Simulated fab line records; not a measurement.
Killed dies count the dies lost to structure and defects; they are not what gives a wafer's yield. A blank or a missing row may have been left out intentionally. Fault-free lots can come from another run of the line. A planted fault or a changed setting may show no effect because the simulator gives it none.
Problem report, 8D (eight disciplines) form, completed by code | flow sky130 | the parts of the form that need people (team, actions taken, sign-off) are left out

## 1. THE ISSUE
Mean of run_length_s at SKY_SONOS_ONO_WET_ETCH_16: 150 s across 6 wafers in 2 lots; on wafers with no fault it is 309 s (standard deviation 3.8). That puts it -42 standard deviations away from the usual mean.
The step: etches SiO2 in dHF, target depth 14 nm, time 280 s.
First seen on wafer L393.3, day 17 10:26, on wet_bench-01. The record has a number at this step for 18 wafers belonging to 6 lots. Rule for "out" (also "out of limits"): further than 4 standard deviations from the usual mean. Any other wafer with a number is counted as sound.

## 2. WHAT THIS IS AND IS NOT
question                    | is                     | is not
which readings at this step | run_length_s           | temp_c
which lots                  | L393, L394             | L382, L386, L395, L400
which wafers of those lots  | all that have a number | -
read on which tools         | wet_bench-01           | wet_bench-03, wet_bench-04
when                        | from day 17 10:26      | up to then (6 sound wafers); but 6 sound wafers of L395, L400 came after

## 3. SUSPECTS, AND WHAT RULES EACH OUT
Counting: a tool stays on the suspect list if, at a process step up to the reading, it processed all lots that are out and no sound lot following the first of them.
- wet_bench-01 at SKY_SONOS_ONO_WET_ETCH_16 (etches SiO2 in dHF, target depth 14 nm, time 280 s): kept. It processed each lot that is out, first L393 at day 17 10:26, and no sound lot thereafter; up to then, the last sound lot it processed was L382 at day 12 21:12. Its own readings are out on those wafers: run_length_s.
Left after counting: wet_bench-01 at SKY_SONOS_ONO_WET_ETCH_16.

## 4. THE CAUSE (what the simulator had put in)
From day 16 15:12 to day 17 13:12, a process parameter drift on wet_bench-01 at SKY_SONOS_ONO_WET_ETCH_16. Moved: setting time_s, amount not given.
Only this tool survived the counting.

## 5. SEQUENCE OF EFFECTS, ordered by route
One row per reading whose mean, taken over the struck wafers that have a number, lies over 3 standard deviations from the usual. Only readings whose record carries a usual standard deviation are examined. hours: median over the lots of the time between each lot's start at the first step of this table that gives one and its start at this step. sigmas: the change, counted in usual standard deviations.
hours | step                      | reading      | usual | on struck wafers | change | sigmas
0     | SKY_SONOS_ONO_WET_ETCH_16 | run_length_s | 309 s | 150              | -159   | -42
Process steps it contains:
- SKY_SONOS_ONO_WET_ETCH_16: etches SiO2 in dHF, target depth 14 nm, time 280 s.
At these later measuring or inspecting steps, every struck wafer for which the step has a row has a number for every such reading, and none has moved that far: SKY_GATE_OXIDE_THK_MEAS_02, SKY_GATE_OXIDE_OVL_MEAS_10, SKY_GATE_OXIDE_TW_MEAS_14, SKY_POLY_GATE_THK_MEAS_01.

## 6. HOW IT WOULD HAVE BEEN CAUGHT EARLIER
In this record the first reading out of limits was taken at day 17 10:26, 19 hours after the fault began at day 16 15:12.
